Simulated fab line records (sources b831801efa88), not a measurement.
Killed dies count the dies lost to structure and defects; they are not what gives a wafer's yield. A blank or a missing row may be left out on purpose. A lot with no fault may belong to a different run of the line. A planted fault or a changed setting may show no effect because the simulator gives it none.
Which tool did it? || flow sky130 || 33 wafers from 11 lots sampled at 2 of the route's 708 steps

== WHAT THE GAUGES SHOWED, per wafer ==
SKY_LI_CONTACT_THK_MEAS_01. Usual: LI_CONTACT_HDPCVD_THK 925 nm, standard deviation 8.8.
{"lot": "L141", "measured": "day 28 22:01", "on": "film-metro-01", "LI_CONTACT_HDPCVD_THK (nm)": "931 928 941", "flag": ""}
{"lot": "L145", "measured": "day 30 07:19", "on": "film-metro-01", "LI_CONTACT_HDPCVD_THK (nm)": "932 946 937", "flag": ""}
{"lot": "L148", "measured": "day 32 02:45", "on": "film-metro-01", "LI_CONTACT_HDPCVD_THK (nm)": "932 913 922", "flag": ""}
{"lot": "L151", "measured": "day 32 18:58", "on": "film-metro-01", "LI_CONTACT_HDPCVD_THK (nm)": "911 922 920", "flag": ""}
{"lot": "L154", "measured": "day 33 10:01", "on": "film-metro-01", "LI_CONTACT_HDPCVD_THK (nm)": "940 927 941", "flag": ""}
{"lot": "L157", "measured": "day 34 02:35", "on": "film-metro-02", "LI_CONTACT_HDPCVD_THK (nm)": "920 904 910", "flag": ""}
{"lot": "L159", "measured": "day 34 11:16", "on": "film-metro-04", "LI_CONTACT_HDPCVD_THK (nm)": "923 916 923", "flag": ""}
{"lot": "L158", "measured": "day 34 17:23", "on": "film-metro-04", "LI_CONTACT_HDPCVD_THK (nm)": "930 936 940", "flag": ""}
{"lot": "L160", "measured": "day 35 01:03", "on": "film-metro-04", "LI_CONTACT_HDPCVD_THK (nm)": "916 942 931", "flag": ""}
{"lot": "L162", "measured": "day 35 12:32", "on": "film-metro-02", "LI_CONTACT_HDPCVD_THK (nm)": "903 923 911", "flag": ""}
{"lot": "L163", "measured": "day 35 20:45", "on": "film-metro-02", "LI_CONTACT_HDPCVD_THK (nm)": "912 911 923", "flag": ""}

== WHICH TOOL RAN EACH LOT (tool, then ch and the chambers of the sampled wafers, then the start) ==
{"lot": "L141", "SKY_RES_XHIGH_STRIP_08": "plasma-asher-02 ch 0,1, day 27 14:32"}
{"lot": "L145", "SKY_RES_XHIGH_STRIP_08": "plasma-asher-02 ch 0,1, day 29 00:59"}
{"lot": "L148", "SKY_RES_XHIGH_STRIP_08": "plasma-asher-01 ch 0,1, day 30 23:38"}
{"lot": "L151", "SKY_RES_XHIGH_STRIP_08": "plasma-asher-02 ch 0,1, day 31 15:11"}
{"lot": "L154", "SKY_RES_XHIGH_STRIP_08": "plasma-asher-03 ch 0,1, day 32 05:40"}
{"lot": "L157", "SKY_RES_XHIGH_STRIP_08": "plasma-asher-02 ch 0,1, day 32 23:14"}
{"lot": "L159", "SKY_RES_XHIGH_STRIP_08": "plasma-asher-02 ch 0,1, day 33 07:44"}
{"lot": "L158", "SKY_RES_XHIGH_STRIP_08": "plasma-asher-01 ch 0,1, day 33 13:38"}
{"lot": "L160", "SKY_RES_XHIGH_STRIP_08": "plasma-asher-02 ch 0,1, day 33 22:45"}
{"lot": "L162", "SKY_RES_XHIGH_STRIP_08": "plasma-asher-01 ch 0,1, day 34 09:02"}
{"lot": "L163", "SKY_RES_XHIGH_STRIP_08": "plasma-asher-02 ch 1, day 34 17:05"}
- SKY_RES_XHIGH_STRIP_08: strips in O2/N2.

== AS READ BY THE TOOLS THEMSELVES (means over the sampled wafers that have a number; for cases with no such wafer, the mark the record gives instead) ==
SKY_RES_XHIGH_STRIP_08. Usual: drypump-motor-current-A 5.9 A, standard deviation 0.62; oes-product-au 0.711 a.u., standard deviation 0.0044; strip-time-to-endpoint-s 14.27 s, standard deviation 0.036.
{"lot": "L141", "tool": "plasma-asher-02", "drypump-motor-current-A (A)": 6.1, "oes-product-au (a.u.)": 0.710, "strip-time-to-endpoint-s (s)": 14.26, "flag": ""}
{"lot": "L145", "tool": "plasma-asher-02", "drypump-motor-current-A (A)": 6.1, "oes-product-au (a.u.)": 0.709, "strip-time-to-endpoint-s (s)": 14.25, "flag": ""}
{"lot": "L148", "tool": "plasma-asher-01", "drypump-motor-current-A (A)": 6.0, "oes-product-au (a.u.)": 0.717, "strip-time-to-endpoint-s (s)": 14.22, "flag": ""}
{"lot": "L151", "tool": "plasma-asher-02", "drypump-motor-current-A (A)": 6.1, "oes-product-au (a.u.)": 0.711, "strip-time-to-endpoint-s (s)": 14.22, "flag": ""}
{"lot": "L154", "tool": "plasma-asher-03", "drypump-motor-current-A (A)": 5.9, "oes-product-au (a.u.)": 0.715, "strip-time-to-endpoint-s (s)": 14.27, "flag": ""}
{"lot": "L157", "tool": "plasma-asher-02", "drypump-motor-current-A (A)": 5.6, "oes-product-au (a.u.)": 0.707, "strip-time-to-endpoint-s (s)": 14.28, "flag": ""}
{"lot": "L159", "tool": "plasma-asher-02", "drypump-motor-current-A (A)": 5.6, "oes-product-au (a.u.)": 0.707, "strip-time-to-endpoint-s (s)": 14.28, "flag": ""}
{"lot": "L158", "tool": "plasma-asher-01", "drypump-motor-current-A (A)": 6.0, "oes-product-au (a.u.)": 0.710, "strip-time-to-endpoint-s (s)": 14.30, "flag": ""}
{"lot": "L160", "tool": "plasma-asher-02", "drypump-motor-current-A (A)": 6.1, "oes-product-au (a.u.)": 0.713, "strip-time-to-endpoint-s (s)": 14.26, "flag": ""}
{"lot": "L162", "tool": "plasma-asher-01", "drypump-motor-current-A (A)": 6.2, "oes-product-au (a.u.)": 0.711, "strip-time-to-endpoint-s (s)": 14.30, "flag": ""}
{"lot": "L163", "tool": "plasma-asher-02", "drypump-motor-current-A (A)": 6.6, "oes-product-au (a.u.)": 0.712, "strip-time-to-endpoint-s (s)": 14.23, "flag": ""}

== THE ANSWER, worked out from the rows above alone ==
Rule: take the mean of a lot's wafers that have a number; if it is more than 3 standard deviations from the usual mean, the lot is off. A lot without any number at a reading at which 4 lots or more have one is off too. Where the step has rows for the other lots, those lots are counted as sound. After the gauges, taken in route order, come the tools' own readings; for these a lot's mean is taken, as printed above. The first step at which some lot is off is used, and at that step the reading that is off furthest; a lot without a number counts as furthest.
No lot is off at any reading shown: from this, nothing can be told.

== WHAT THE SIMULATOR HAD INSERTED ==
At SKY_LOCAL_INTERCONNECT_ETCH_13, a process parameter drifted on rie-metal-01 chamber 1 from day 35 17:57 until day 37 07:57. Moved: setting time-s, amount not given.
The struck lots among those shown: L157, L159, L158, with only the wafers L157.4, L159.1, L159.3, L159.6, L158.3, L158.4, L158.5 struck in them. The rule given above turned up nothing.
